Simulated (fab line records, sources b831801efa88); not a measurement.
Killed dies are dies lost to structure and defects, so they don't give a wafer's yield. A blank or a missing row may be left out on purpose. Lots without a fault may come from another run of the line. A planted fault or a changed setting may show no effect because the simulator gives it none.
Which tool did it? | flow sfq_line | 14 lots, 41 wafers sampled, at 3 steps of a route of 325

WHAT THE GAUGES READ, wafer by wafer
SFQ_M6_RS_MEAS_938: measures by four-point-probe. Usual: M6_NB_RS 0.891 ohm/sq, standard deviation 0.0087.
lot  | measured     | on            | M6_NB_RS (ohm/sq) | flag
L114 | day 60 17:02 | film_metro-04 | 0.888 0.884 0.887 |
L115 | day 60 21:43 | film_metro-04 | 0.891 0.889 0.879 |
L116 | day 64 07:25 | film_metro-02 | 0.908 0.900 0.904 |
L118 | day 64 12:49 | film_metro-03 | 0.885 0.881 0.887 |
L119 | day 68 20:54 | film_metro-02 | 0.886 0.893 0.886 |
L121 | day 72 23:07 | film_metro-04 | 0.889 0.879 0.871 |
L123 | day 73 05:15 | film_metro-02 | 0.885 0.893 0.886 |
L124 | day 76 00:01 | film_metro-03 | 0.896 0.901 0.898 |
L125 | day 76 06:01 | film_metro-02 | 0.902 0.900 0.905 |
L126 | day 76 10:47 | film_metro-04 | 0.895 0.904 0.896 |
L132 | day 77 02:23 | film_metro-04 | 0.884 0.886 0.883 |
L134 | day 77 12:02 | film_metro-04 | 0.900 0.909       |
L135 | day 77 14:22 | film_metro-04 | 0.881 0.883 0.879 |
L137 | day 77 19:10 | film_metro-03 | 0.879 0.888 0.886 |

WHICH TOOL RAN EACH LOT (tool, then ch and the chambers of the sampled wafers, then the start)
lot  | SFQ_TRILAYER_I4_CMP_CMP_100   | SFQ_TRILAYER_A5C_DEP_PECVD_142
L114 | cmp-01 ch 1,2,3, day 37 01:12 | pecvd-01 ch 0,1, day 60 09:10
L115 | cmp-02 ch 0,1,3, day 37 07:06 | pecvd-03 ch 0,1,2, day 60 15:10
L116 | cmp-02 ch 0,1,3, day 37 22:19 | pecvd-03 ch 0,2, day 61 01:58
L118 | cmp-02 ch 0,1, day 41 05:00   | pecvd-03 ch 0,1,2, day 63 18:53
L119 | cmp-01 ch 0,1, day 41 10:31   | pecvd-03 ch 0,2, day 64 01:08
L121 | cmp-02 ch 0,1,2, day 44 21:41 | pecvd-03 ch 0,2, day 66 04:57
L123 | cmp-02 ch 0,2,3, day 45 07:17 | pecvd-01 ch 0,1,2, day 66 07:19
L124 | cmp-01 ch 0,1,3, day 45 09:35 | pecvd-03 ch 0,2, day 66 09:15
L125 | cmp-02 ch 0,2,3, day 45 10:17 | pecvd-01 ch 0,2, day 66 11:38
L126 | cmp-01 ch 0,1,3, day 45 15:35 | pecvd-02 ch 1,2, day 66 12:08
L132 | cmp-01 ch 0,1,3, day 46 04:05 | pecvd-02 ch 0,2, day 67 04:26
L134 | cmp-02 ch 2, day 46 07:47     | pecvd-02 ch 1,2, day 67 18:08
L135 | cmp-01 ch 0,3, day 46 09:35   | pecvd-03 ch 1,2, day 67 21:43
L137 | cmp-02 ch 0,2,3, day 46 16:53 | pecvd-01 ch 0,1,2, day 68 10:55
- SFQ_TRILAYER_I4_CMP_CMP_100: polishes SiO2.
- SFQ_TRILAYER_A5C_DEP_PECVD_142: deposits SiO2 from SiH4/N2O, time 15.556 s, target thk 70 nm.

WHAT THE TOOLS THEMSELVES READ (means of the sampled wafers that have a number; where no wafer has one, the mark that the record gives instead)
SFQ_TRILAYER_I4_CMP_CMP_100. Usual: motor_current_A 9.8 A, standard deviation 1; time_to_endpoint_s 214 s, standard deviation 7.5.
lot  | tool   | motor_current_A (A) | time_to_endpoint_s (s) | flag
L114 | cmp-01 | 9.0                 | 225                    |
L115 | cmp-02 | 10.3                | 207                    |
L116 | cmp-02 | 10.4                | 209                    |
L118 | cmp-02 | 9.8                 | 212                    |
L119 | cmp-01 | 10.0                | 223                    |
L121 | cmp-02 | 9.8                 | 211                    |
L123 | cmp-02 | 10.1                | 209                    |
L124 | cmp-01 | 9.3                 | 223                    |
L125 | cmp-02 | 10.3                | 208                    |
L126 | cmp-01 | 9.1                 | 222                    |
L132 | cmp-01 | 9.3                 | 221                    |
L134 | cmp-02 | 9.9                 | 212                    |
L135 | cmp-01 | 9.0                 | 219                    |
L137 | cmp-02 | 10.4                | 202                    |

SFQ_TRILAYER_A5C_DEP_PECVD_142. Usual: heater_power_w 87 W, standard deviation 15; throttle_valve_pct 24.7 %, standard deviation 1.6.
lot  | tool     | heater_power_w (W) | throttle_valve_pct (%) | flag
L114 | pecvd-01 | 90                 | 24.5                   |
L115 | pecvd-03 | 99                 | 23.6                   |
L116 | pecvd-03 | 111                | 22.8                   |
L118 | pecvd-03 | 97                 | 23.6                   |
L119 | pecvd-03 | 99                 | 23.2                   |
L121 | pecvd-03 | 110                | 23.0                   |
L123 | pecvd-01 | 82                 | 25.5                   |
L124 | pecvd-03 | 96                 | 23.4                   |
L125 | pecvd-01 | 73                 | 26.7                   |
L126 | pecvd-02 | 80                 | 25.0                   |
L132 | pecvd-02 | 80                 | 26.8                   |
L134 | pecvd-02 | 78                 | 24.4                   |
L135 | pecvd-03 | 101                | 23.6                   |
L137 | pecvd-01 | 86                 | 25.5                   |

THE ANSWER, worked out from the rows above alone
Rule: a lot is off if the mean of its wafers that have a number lies more than 3 standard deviations from the usual mean. A lot without any number at a reading at which 4 lots or more have one is off too. The other lots that the step has rows for count as sound. The gauges are gone through in route order, then the tools' own readings, and for those a lot's mean is taken as printed above. The first step at which some lot is off is used, and at that step the reading that is off furthest; a lot without a number counts as furthest.
No lot is off at any reading shown: from this, nothing can be told.

WHAT THE SIMULATOR HAD PUT IN
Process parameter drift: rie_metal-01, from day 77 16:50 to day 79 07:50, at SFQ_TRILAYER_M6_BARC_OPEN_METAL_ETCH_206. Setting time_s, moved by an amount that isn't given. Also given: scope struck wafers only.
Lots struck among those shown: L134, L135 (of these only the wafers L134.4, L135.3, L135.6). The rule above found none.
